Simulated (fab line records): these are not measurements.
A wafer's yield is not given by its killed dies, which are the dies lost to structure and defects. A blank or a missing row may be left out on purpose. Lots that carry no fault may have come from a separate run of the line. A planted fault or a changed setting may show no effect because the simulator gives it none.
Matching of chambers -- flow sky130 -- SKY_CAP2M_CVD_00 on pecvd-02 has 3 sister chambers
The step deposits SiO2, target thk 15.5 nm. 18 wafers are shown with their chamber, then 9 later ones without.

## WAFERS, EACH WITH ITS CHAMBER
wafer,chamber,heater-power-w (W)
L074.1,0,787
L074.3,1,766
L074.4,1,766
L076.3,0,762
L076.5,0,767
L076.6,2,854
L078.2,1,788
L078.3,0,714
L078.5,0,742
L083.2,2,785
L083.3,1,632
L083.4,0,706
L087.1,1,666
L087.3,0,777
L087.5,0,789
L088.3,2,789
L088.4,2,814
L088.5,1,664

SIGNATURES, as means of the wafers listed above
reading,chamber 0,chamber 1,chamber 2,scatter within a chamber
heater-power-w,755.50,713.67,810.50,46.6
Rule: for a wafer and a chamber, the distance is found by dividing, reading by reading, the gap between the wafer's reading and the chamber's mean by the reading's scatter, squaring, summing and taking the root. The wafer belongs to the nearest chamber; if the next one is less than 2 further off, it can't be placed. The scatter is the square root of a quotient: the sum, over the shown wafers, of each reading's squared deviation from its chamber's mean, divided by wafers minus chambers.

## WAFERS MISSING THEIR CHAMBER
wafer,heater-power-w (W)
L092.3,757
L092.4,750
L092.5,834
L096.1,808
L096.2,808
L096.5,800
L097.2,851
L097.4,836
L097.6,719

## CHAMBER TAKEN BY EACH
wafer,from the rows above,in truth
L092.3,can't be placed: 0 or 1 or 2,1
L092.4,can't be placed: 0 or 1 or 2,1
L092.5,can't be placed: 2 or 0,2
L096.1,can't be placed: 2 or 0 or 1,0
L096.2,can't be placed: 2 or 0 or 1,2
L096.5,can't be placed: 2 or 0 or 1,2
L097.2,can't be placed: 2 or 0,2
L097.4,can't be placed: 2 or 0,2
L097.6,can't be placed: 1 or 0 or 2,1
Correctly placed: 0 of 9. These rows do not allow placing 9 (true chamber among the candidates in 9). 0 placed wrongly.
